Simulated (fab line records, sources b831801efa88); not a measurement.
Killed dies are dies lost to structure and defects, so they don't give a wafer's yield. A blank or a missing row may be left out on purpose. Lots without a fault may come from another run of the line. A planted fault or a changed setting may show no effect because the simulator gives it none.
A struck lot beside a sound one | flow sky130 | 16 steps out of a route of 708
Sound: wafers L827.1, L827.2, L827.3. Struck: wafers L839.1, L839.2, L839.6. The cause comes at the end.
At each step with rows: each side's tool, then ch and its chambers, then its first start. Under that, the readings that differ: sound wafers | struck wafers | difference of the means | sigmas: that difference in standard deviations of wafers without a fault.
alike: readings whose means differ by less than 2 such deviations, and words and numbers that are the same on both sides. not compared: withheld readings, readings that some wafer has no value for, bounds like >300 that may hide the same value, and numbers for which the record gives no deviation and whose values overlap.
The two part at a step that has a row with sigmas, a row that says differs or no value, or rows on one side only. Numbers that don't overlap but have no deviation are shown without sigmas and don't part them. A reading that every wafer of one side lacks parts them only if that side has two wafers or more.

first, 2 steps without rows for these wafers: SKY_VT_ADJUST_PCH_PEB_05; SKY_VT_ADJUST_PCH_DEVELOP_06 (develop time 60 s).
SKY_VT_ADJUST_PCH_OVL_MEAS_07:
  sound on overlay-01, day 13 04:52; struck on overlay-01, day 16 22:05
  alike: VT_ADJUST_PCH_OVL
then, 1 step without rows for these wafers: SKY_VT_ADJUST_PCH_IMPLANT_08.
SKY_VT_ADJUST_PCH_STRIP_09: strips in O2/N2.
  sound on plasma_asher-04 ch 0,1, day 13 05:03; struck on plasma_asher-01 ch 0,1, day 16 22:16
  reading                      | sound             | struck            | difference | sigmas
  strip_time_to_endpoint_s (s) | 36.91 36.91 36.85 | 37.11 37.21 37.03 | +0.23      | +3
  alike: drypump_motor_current_A, oes_product_au
  not compared: rf_hours_counter_h
SKY_VT_ADJUST_PCH_TW_MEAS_10:
  sound on film_metro-04, day 13 05:09; struck on film_metro-03, day 16 22:22
  alike: VT_ADJUST_PCH_TW
then, 6 steps without rows for these wafers: SKY_SONOS_TUNNEL_DEHYDRATE_00 (time 60 s); SKY_SONOS_TUNNEL_HMDS_01 (prime time 60 s); SKY_SONOS_TUNNEL_COAT_02 (resist thk 1140 nm); SKY_SONOS_TUNNEL_SOFTBAKE_03 (time 60 s); SKY_SONOS_TUNNEL_EXPOSE_04 (exposes mask TUNM, target cd 410 nm); SKY_SONOS_TUNNEL_PEB_05.
SKY_SONOS_TUNNEL_DEVELOP_06: develop time 60 s.
  sound on litho_track-01 ch 0, day 14 05:43; struck on litho_track-01 ch 0, day 18 03:58
  alike: chill_plate_temp_C
SKY_SONOS_TUNNEL_CD_MEAS_07: target cd 410 nm.
  sound on cd_sem-01, day 14 05:52; struck on cd_sem-02, day 18 04:07
  alike: cd_nm
SKY_SONOS_TUNNEL_OVL_MEAS_08:
  sound on overlay-02, day 14 05:59; struck on overlay-02, day 18 04:14
  alike: SONOS_TUNNEL_OVL
-- the record jumps here: 32 days lie between the struck wafers' starts before and after (it left off in module SONOS_TUNNEL and takes up again in module PAD_OPEN, whose first step shown is number 708 of the route) --
SKY_PAD_OPEN_PROBE_99:
  sound on prober-02, day 48 02:06; struck on prober-02, day 50 10:58
  alike: killed_at_M0_to_M3, killed_at_M4_up, killed_at_contacts, killed_at_front_end, killed_at_other, killed_dies, killed_open, killed_short

WHERE THEY PART
Only at SKY_VT_ADJUST_PCH_STRIP_09, within this record. Later steps at which nothing parts them and some readings are alike: SKY_VT_ADJUST_PCH_TW_MEAS_10, SKY_SONOS_TUNNEL_DEVELOP_06, SKY_SONOS_TUNNEL_CD_MEAS_07, SKY_SONOS_TUNNEL_OVL_MEAS_08, SKY_PAD_OPEN_PROBE_99.

WHY: what the simulator had put in
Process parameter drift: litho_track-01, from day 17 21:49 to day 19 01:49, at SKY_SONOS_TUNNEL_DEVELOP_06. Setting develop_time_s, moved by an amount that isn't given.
